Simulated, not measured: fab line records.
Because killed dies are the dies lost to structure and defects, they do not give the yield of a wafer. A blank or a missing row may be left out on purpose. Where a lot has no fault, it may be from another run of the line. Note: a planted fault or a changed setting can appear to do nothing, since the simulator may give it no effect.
Which tool did it? | flow sfq line | 21 wafers from 7 lots sampled at 2 of the route's 325 steps

## WHAT THE GAUGES READ, wafer by wafer
SFQ_M6_RS_MEAS_938: measures by four-point-probe.
lot  | measured     | on            | M6_NB_RS (ohm/sq)
L151 | day 60 06:00 | film metro-03 | 0.877 0.889 0.890
L153 | day 64 07:44 | film metro-02 | 0.893 0.886 0.887
L157 | day 65 23:57 | film metro-04 | 0.904 0.911 0.910
L159 | day 66 04:44 | film metro-03 | 0.880 0.893 0.900
L166 | day 72 03:23 | film metro-03 | 0.889 0.900 0.799
L170 | day 72 15:25 | film metro-04 | 0.872 0.872 0.878
L172 | day 73 03:26 | film metro-04 | 0.881 0.885 0.886

## TOOL THAT RAN EACH LOT (tool first, then ch and the chambers of the sampled wafers, then the start)
lot  | SFQ_TRILAYER_M6_DEP_SPUTTER_157
L151 | pvd sputter-04, day 60 05:55
L153 | pvd sputter-06, day 64 07:38
L157 | pvd sputter-06, day 65 23:50
L159 | pvd sputter-04, day 66 04:38
L166 | pvd sputter-04, day 72 03:18
L170 | pvd sputter-05, day 72 15:18
L172 | pvd sputter-05, day 73 03:18
- SFQ_TRILAYER_M6_DEP_SPUTTER_157: material Nb, target thk 200 nm, time 133.3 s.

## THE ANSWER, worked out from the rows above alone
Rule: what is usual is taken from the lots themselves. The widest of any qualifying gaps counts: lots, ordered by their means at a reading, are off when they make up no more than a third of the lots, leave a main group of 4 or more, and stand apart from it by 3 or more times the standard deviation of that group's means. A main group is skipped when, at the precision printed for the reading in the tables above, its means are all equal. Also off: a lot with no number at a reading for which 4 or more lots have one. Where the step has rows for the other lots, those lots are counted as sound.
No lot is off on any of the readings shown, so nothing can be concluded from this.

## WHAT THE SIMULATOR HAD PUT IN
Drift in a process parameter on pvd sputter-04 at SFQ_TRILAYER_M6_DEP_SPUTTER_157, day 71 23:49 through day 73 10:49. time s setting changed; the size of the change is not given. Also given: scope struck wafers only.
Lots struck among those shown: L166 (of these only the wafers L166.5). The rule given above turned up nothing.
